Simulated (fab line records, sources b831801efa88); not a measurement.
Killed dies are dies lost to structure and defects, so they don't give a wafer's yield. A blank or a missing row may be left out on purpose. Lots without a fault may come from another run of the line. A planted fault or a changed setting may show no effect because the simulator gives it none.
A struck lot beside a sound one | flow sky130 | 43 steps out of a route of 708
Sound: wafers L304.1, L304.5, L304.6. Struck: wafers L314.3, L314.5, L314.6. The cause comes at the end.
At each step with rows: each side's tool, then ch and its chambers, then its first start. Under that, the readings that differ: sound wafers | struck wafers | difference of the means | sigmas: that difference in standard deviations of wafers without a fault.
alike: readings whose means differ by less than 2 such deviations, and words and numbers that are the same on both sides. not compared: withheld readings, readings that some wafer has no value for, bounds like >300 that may hide the same value, and numbers for which the record gives no deviation and whose values overlap.
The two part at a step that has a row with sigmas, a row that says differs or no value, or rows on one side only. Numbers that don't overlap but have no deviation are shown without sigmas and don't part them. A reading that every wafer of one side lacks parts them only if that side has two wafers or more.

first, 6 steps without rows for these wafers: SKY_VIA4_HMDS_05 (prime time 60 s); SKY_VIA4_COAT_06 (resist thk 1140 nm); SKY_VIA4_SOFTBAKE_07 (time 60 s); SKY_VIA4_EXPOSE_08 (exposes mask VIM4, target cd 800 nm); SKY_VIA4_PEB_09; SKY_VIA4_DEVELOP_10 (develop time 60 s).
SKY_VIA4_OVL_MEAS_11:
  sound on overlay-02, day 44 17:32; struck on overlay-02, day 46 21:38
  alike: VIA4_OVL
then, 5 steps without rows for these wafers: SKY_VIA4_ETCH_12 (etches SiO2 in C4F8/O2/Ar, stops on TiN, target depth 580 nm); SKY_VIA4_STRIP_13 (strips in O2/N2); SKY_VIA4_STRIP_14 (strips in post etch residue remover, time 1200 s); SKY_VIA4_CLEAN_15 (cleans in IPA, time 180 s); SKY_VIA4_CLEAN_16 (cleans in O3/DIW).
SKY_VIA4_SPUTTER_17: material TiN, target thk 20 nm, time 80 s.
  sound on pvd_sputter-04, day 44 18:14; struck on pvd_sputter-04, day 46 22:20
  alike: throttle_valve_pct
then, 1 step without rows for these wafers: SKY_VIA4_CVD_18 (deposits W, target thk 505 nm, time 152.14 s).
SKY_VIA4_RS_MEAS_19: measures by four-point-probe.
  sound on film_metro-04, day 44 18:26; struck on film_metro-02, day 46 22:35
  alike: VIA4_W_RS
SKY_VIA4_THK_MEAS_20: measures by xrf.
  sound on film_metro-04, day 44 18:34; struck on film_metro-02, day 46 22:41
  alike: VIA4_W_THK
SKY_VIA4_CMP_21: polishes, stops on SiO2, t overpolish 25 s, target thk 0 nm.
  sound on cmp-02 ch 0,1,2, day 44 18:46; struck on cmp-01 ch 0,3, day 46 22:47
  alike: head_pressure_psi, motor_current_A, overpolish_run_s, time_to_endpoint_s
then, 3 steps without rows for these wafers: SKY_METAL5_SPUTTER_00 (material Ti, target thk 15 nm, time 10 s); SKY_METAL5_SPUTTER_01 (material TiN, target thk 20 nm, time 16.7 s); SKY_METAL5_SPUTTER_02 (material AlCu, target thk 1150 nm, time 61.2 s).
SKY_METAL5_SPUTTER_03: material Ti, target thk 5 nm, time 3.3 s.
  sound on pvd_sputter-03, day 44 19:01; struck on pvd_sputter-02, day 46 23:08
  reading                | sound          | struck         | difference | sigmas
  throttle_valve_pct (%) | 31.7 29.6 30.3 | 28.2 28.3 28.6 | -2.2       | -2
SKY_METAL5_SPUTTER_04: material TiN, target thk 70 nm, time 58.3 s.
  sound on pvd_sputter-03, day 44 19:02; struck on pvd_sputter-02, day 46 23:09
  reading                | sound          | struck         | difference | sigmas
  throttle_valve_pct (%) | 31.3 29.6 30.1 | 28.4 28.2 28.4 | -2.0       | -2
SKY_METAL5_RS_MEAS_05: measures by four-point-probe.
  sound on film_metro-01, day 44 19:05; struck on film_metro-01, day 46 23:14
  alike: METAL5_ALCU_RS
SKY_METAL5_THK_MEAS_06: measures by xrf.
  sound on film_metro-01, day 44 19:13; struck on film_metro-01, day 46 23:20
  alike: METAL5_ALCU_THK
then, 9 steps without rows for these wafers: SKY_METAL5_DEHYDRATE_07 (time 60 s); SKY_METAL5_HMDS_08 (prime time 60 s); SKY_METAL5_COAT_09 (resist thk 1800 nm); SKY_METAL5_SOFTBAKE_10 (time 60 s); SKY_METAL5_EXPOSE_11 (exposes mask MM5, target cd 1600 nm); SKY_METAL5_PEB_12; SKY_METAL5_DEVELOP_13 (develop time 60 s); SKY_METAL5_DESCUM_14 (chemistry O2, time 11 s); SKY_METAL5_METAL_ETCH_15 (etches the open film in Cl2/BCl3, stops on SiO2, target depth 1260 nm, time 252 s).
SKY_METAL5_STRIP_16: strips in O2/N2.
  sound on plasma_asher-02 ch 0,1, day 45 16:32; struck on plasma_asher-03 ch 0,1, day 47 19:20
  alike: drypump_motor_current_A, oes_product_au, strip_time_to_endpoint_s
  not compared: rf_hours_counter_h
then, 4 steps without rows for these wafers: SKY_METAL5_STRIP_17 (strips in post etch residue remover, time 1200 s); SKY_METAL5_CLEAN_18 (cleans in IPA, time 180 s); SKY_METAL5_CLEAN_19 (cleans in O3/DIW); SKY_PASSIVATION_CVD_00 (deposits SiO2, target thk 90 nm).
SKY_PASSIVATION_THK_MEAS_01:
  sound on film_metro-03, day 45 17:08; struck on film_metro-01, day 47 19:58
  alike: PASSIVATION_CVD_00_THK
SKY_PASSIVATION_CVD_02: deposits Si3N4, target thk 540 nm.
  sound on pecvd-04 ch 1,2, day 45 17:12; struck on pecvd-03 ch 0,1, day 47 20:01
  alike: heater_power_w
SKY_PASSIVATION_THK_MEAS_03:
  sound on film_metro-01, day 45 17:34; struck on film_metro-02, day 47 20:16
  alike: PASSIVATION_CVD_02_THK
then, 1 step without rows for these wafers: SKY_PASSIVATION_DEHYDRATE_04 (time 60 s).
SKY_PAD_OPEN_PROBE_99:
  sound on prober-02, day 47 11:53; struck on prober-02, day 49 10:08
  reading                               | sound             | struck            | difference | sigmas
  defect_limited_yield (%)              | 78.3 84.1 79.7    | 70.1 70.1 68.3    | -11.2      | -6
  killed_at_M4_up                       | 4 9 5             | 63 66 66          | +59        | +30
  killed_dies                           | 107 78 100        | 147 147 156       | +55        | +6
  sort_bin_3_pad_short (%)              | 1.2 0.8 0.4       | 3.9 4.7 5.1       | +3.8       | +9
  sort_bin_5_function (%)               | 11.4 9.8 13.6     | 18.1 18.1 18.9    | +6.8       | +5
  sort_n_pass                           | 385 414 392       | 345 345 336       | -55        | -6
  sort_yield_pct (%)                    | 78.3 84.1 79.7    | 70.1 70.1 68.3    | -11.2      | -6
  model.etest.tester.sort_n_pass        | 385 414 392       | 345 345 336       | -55        |
  model.etest.tester.sort_yield_pct (%) | 78.25 84.15 79.67 | 70.12 70.12 68.29 | -11.18     |
  model.etest.tester.sort_bin_5_pct (%) | 11.38 9.756 13.62 | 18.09 18.09 18.9  | +6.77      |
  model.etest.tester.sort_bin_3_pct (%) | 1.22 0.813 0.4065 | 3.862 4.675 5.081 | +3.726     |
  alike: killed_at_M0_to_M3, killed_at_contacts, killed_at_front_end, killed_at_other, killed_open, killed_short, sort_bin_6_memory

WHERE THEY PART
First at SKY_METAL5_SPUTTER_03; last, within this record, at SKY_PAD_OPEN_PROBE_99.

WHY: what the simulator had put in
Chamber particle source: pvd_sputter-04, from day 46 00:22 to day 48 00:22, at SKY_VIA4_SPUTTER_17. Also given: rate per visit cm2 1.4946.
